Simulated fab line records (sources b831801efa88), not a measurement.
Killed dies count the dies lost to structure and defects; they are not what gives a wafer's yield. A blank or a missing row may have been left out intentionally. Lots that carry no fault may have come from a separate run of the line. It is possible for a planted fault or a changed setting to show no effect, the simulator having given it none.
A lot that was struck, set against a sound lot | flow sky130 | 19 steps out of a route of 708
Sound: the wafers L220.1, L220.2, L220.3. The struck wafers were L217.1, L217.3, L217.5. The cause is named last.
For every step that has rows: the tool of each side, followed by ch and its chambers, followed by its first start. Under that, the readings that differ: sound wafers | struck wafers | difference of the means | sigmas: that difference in standard deviations of wafers without a fault.
alike: readings whose means differ by less than 2 such deviations, and words and numbers that are the same on both sides. not compared: withheld readings, readings that some wafer has no value for, bounds like >300 that may hide the same value, and numbers for which the record gives no deviation and whose values overlap.
The two part at a step that has a row with sigmas, a row that says differs or no value, or rows on one side only. Numbers that have no deviation but don't overlap get no sigmas and don't part them. A reading that every wafer of one side lacks parts them only if that side has two wafers or more.

SKY_FIELD_ISO_BOW_MEAS_00:
  sound on film metro-03, day 4 08:00; struck on film metro-01, day 3 17:00
  alike: INCOMING_BOW
then, 1 step without rows for these wafers: SKY_FIELD_ISO_OXIDATION_01 (stabilise 600 s, purge 300 s, target thk 12 nm).
SKY_FIELD_ISO_THK_MEAS_02:
  sound on film metro-02, day 4 09:41; struck on film metro-02, day 3 19:26
  alike: FIELD_ISO_OXIDATION_00_THK
then, 1 step without rows for these wafers: SKY_FIELD_ISO_CVD_03 (deposits Si3N4 from DCS/NH3, target thk 165 nm, time 2830 s).
SKY_FIELD_ISO_THK_MEAS_04:
  sound on film metro-02, day 4 11:32; struck on film metro-03, day 3 22:10
  alike: FIELD_ISO_CVD_03_THK
then, 3 steps without rows for these wafers: SKY_FIELD_ISO_DEHYDRATE_05 (time 60 s); SKY_FIELD_ISO_HMDS_06 (prime time 60 s); SKY_FIELD_ISO_COAT_07 (resist thk 60 nm).
SKY_FIELD_ISO_COAT_08: resist thk 450 nm.
  sound on litho track-02 ch 0, day 4 19:00; struck on litho track-04 ch 0, day 4 06:00
  reading                                          | sound         | struck          | difference | sigmas
  model.KrF-thick_of_FIELD_ISO_COAT_08.thk nm (nm) | 451 450 449.9 | 487.5 488.9 488 | +37.8      |
then, 4 steps without rows for these wafers: SKY_FIELD_ISO_SOFTBAKE_09 (time 90 s); SKY_FIELD_ISO_EXPOSE_10 (exposes mask FOM, target cd 150 nm); SKY_FIELD_ISO_PEB_11; SKY_FIELD_ISO_DEVELOP_12 (develop time 60 s).
SKY_FIELD_ISO_CD_MEAS_13 targets a cd of 150 nm.
  sound on cd sem-01, day 5 04:29; struck on cd sem-01, day 4 14:53
  reading    | sound             | struck            | difference | sigmas
  cd nm (nm) | 150.2 149.5 149.0 | 154.6 154.6 154.7 | +5.1       | +3
SKY_FIELD_ISO_ETCH_14: etches BARC in N2/H2, stops on SiO2, time 45.9 s, target depth 60 nm.
  sound on rie diel-04 ch 0,2,3, day 5 04:36; struck on rie diel-02 ch 0,3, day 4 15:00
  reading                | sound                | struck               | difference | sigmas
  throttle valve pct (%) | 13.240 13.236 13.235 | 13.225 13.204 13.221 | -0.020     | -2
  alike: chamber pressure mTorr, drypump motor current A, oes product au
  not compared: rf hours counter h
SKY_FIELD_ISO_ETCH_15: etches the open film in CHF3/O2, stops on Si, target depth 180 nm, time 72 s.
  sound on rie diel-04 ch 0,2,3, day 5 04:38; struck on rie diel-02 ch 0,3, day 4 15:02
  reading                                          | sound             | struck            | difference | sigmas
  model.KrF-thick_of_FIELD_ISO_COAT_08.thk nm (nm) | 231.5 233.3 231.1 | 274.7 268.7 268.9 | +38.8      |
  alike: chamber pressure mTorr, drypump motor current A, oes product au, throttle valve pct
  not compared: rf hours counter h
SKY_FIELD_ISO_STRIP_16: strips in O2/N2.
  sound on plasma asher-03 ch 0,1, day 5 04:42; struck on plasma asher-02 ch 0,1, day 4 15:06
  reading                      | sound             | struck            | difference | sigmas
  oes product au (a.u.)        | 0.372 0.371 0.375 | 0.394 0.388 0.389 | +0.018     | +3
  strip time to endpoint s (s) | 3.49 3.50 3.49    | 3.97 3.89 3.89    | +0.42      | +9
  alike: chamber pressure mTorr, drypump motor current A
  not compared: rf hours counter h
SKY_FIELD_ISO_ETCH_17: etches Si in HBr/Cl2/O2, target depth 342 nm, time 101.3 s.
  sound on rie si-02 ch 0,1,2, day 5 04:48; struck on rie si-01 ch 2,3, day 4 15:12
  alike: chamber pressure mTorr, drypump motor current A, mfc cl2 sccm, oes product au, throttle valve pct
  not compared: rf hours counter h
-- the record jumps here: 44 days lie between the struck wafers' starts before and after (it left off in module FIELD_ISO and takes up again in module PAD_OPEN, whose first step shown is number 708 of the route) --
SKY_PAD_OPEN_PROBE_99:
  sound on prober-02, day 49 07:23; struck on prober-01, day 48 10:52
  alike: killed_at_M0_to_M3, killed_at_M4_up, killed at contacts, killed at front end, killed at other, killed dies, killed open, killed short

WHERE THEY PART
Last at SKY_FIELD_ISO_STRIP_16 as far as this record goes, first at SKY_FIELD_ISO_CD_MEAS_13. Later steps at which nothing parts them and some readings are alike: SKY_FIELD_ISO_ETCH_17, SKY_PAD_OPEN_PROBE_99.

WHY: what had been put in by the simulator
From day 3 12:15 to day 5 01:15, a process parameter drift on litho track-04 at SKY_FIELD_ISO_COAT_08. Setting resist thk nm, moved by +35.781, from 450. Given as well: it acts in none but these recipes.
